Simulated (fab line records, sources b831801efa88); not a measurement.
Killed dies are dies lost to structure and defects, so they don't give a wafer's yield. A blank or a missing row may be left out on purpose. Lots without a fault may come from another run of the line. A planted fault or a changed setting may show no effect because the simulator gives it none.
Problem report in the 8D (eight disciplines) form, filled by code | flow sky130 | the parts of the form that need people (team, actions taken, sign-off) are left out

1. THE PROBLEM
cathode_dc_power_W at SKY_METAL5_SPUTTER_01 reads a mean of 5956.2 W on 1 wafer of 1 lot; wafers without a fault read 6500.1 W with a standard deviation of 1.2. That is -99 or more standard deviations from the usual mean.
The step: material TiN, target thk 20 nm, time 16.7 s.
First seen on wafer L353.1, day 46 04:34, on pvd_sputter-04. The record holds 15 wafers of 5 lots with a number at this step. Rule for "out", or "out of limits": more than 4 standard deviations from the usual mean. The other wafers with a number count as sound.

2. WHAT IT IS AND WHAT IT IS NOT
question                    | is                 | is not
which readings at this step | cathode_dc_power_W | throttle_valve_pct
which lots                  | L353               | L343, L349, L361, L364
which wafers of those lots  | L353.1             | L353.2, L353.4
read on which tools         | pvd_sputter-04     | pvd_sputter-01, pvd_sputter-02
when                        | from day 46 04:34  | up to then (8 sound wafers); but 6 sound wafers of L361, L364 came after

3. SUSPECTS, AND WHAT RULES EACH OUT
Counting: a tool at a process step up to the reading stays a suspect if it ran every lot that is out. Sound lots after the first of them don't rule it out here, since some wafers of a struck lot are sound.
- rie_diel-04 at SKY_VIA4_ETCH_12 (etches SiO2 in C4F8/O2/Ar, stops on TiN, target depth 580 nm): kept. It ran the lot that is out, L353 (day 46 02:50); its last sound lot up to then is L349 (day 44 22:53).
- plasma_asher-01 at SKY_VIA4_STRIP_13 (strips in O2/N2): kept. It ran the lot that is out, L353 (day 46 02:55).
- pvd_sputter-02 at SKY_VIA4_SPUTTER_17 (material TiN, target thk 20 nm, time 80 s): kept. It ran the lot that is out, L353 (day 46 03:33).
- cvd_w-01 at SKY_VIA4_CVD_18 (deposits W, target thk 505 nm, time 152.14 s): kept. It ran the lot that is out, L353 (day 46 03:43); its last sound lot up to then is L343 (day 43 17:08).
- pvd_sputter-04 at SKY_METAL5_SPUTTER_01 (material TiN, target thk 20 nm, time 16.7 s): kept. It ran the lot that is out, L353 (day 46 04:34); its last sound lot up to then is L349 (day 45 00:43). Its own readings are out on those wafers: cathode_dc_power_W.
- Within rie_diel-04 at SKY_VIA4_ETCH_12: the wafers that are out ran in chamber 1; their sound lot-mates ran in chambers 2, 3.
- Within plasma_asher-01 at SKY_VIA4_STRIP_13: the wafers that are out ran in chamber 1; their sound lot-mates ran in chamber 0.
Left after counting: rie_diel-04 at SKY_VIA4_ETCH_12, plasma_asher-01 at SKY_VIA4_STRIP_13, pvd_sputter-02 at SKY_VIA4_SPUTTER_17, cvd_w-01 at SKY_VIA4_CVD_18, pvd_sputter-04 at SKY_METAL5_SPUTTER_01.

4. THE CAUSE (what the simulator had put in)
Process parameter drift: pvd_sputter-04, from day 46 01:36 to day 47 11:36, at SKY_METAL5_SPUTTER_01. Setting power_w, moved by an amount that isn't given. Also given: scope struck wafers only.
Counting left 5 suspects, and this tool is among them.

5. THE CHAIN OF EFFECTS, in route order
Each row: a reading whose mean over the struck wafers that have a number lies more than 3 standard deviations from the usual. Only readings for which the record gives a usual standard deviation are gone through. hours: the time from each lot's start at the first step in this table that gives one to its start at this step, as a median over the lots. sigmas: the change in usual standard deviations.
hours | step                  | reading            | usual    | on struck wafers | change | sigmas
0     | SKY_METAL5_SPUTTER_01 | cathode_dc_power_W | 6500.1 W | 5956.2           | -543.9 | -99 or more
The process steps in it:
- SKY_METAL5_SPUTTER_01: material TiN, target thk 20 nm, time 16.7 s.

6. WHAT WOULD HAVE CAUGHT IT SOONER
In this record the first reading out of limits was taken at day 46 04:34, 3 hours after the fault began at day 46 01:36.
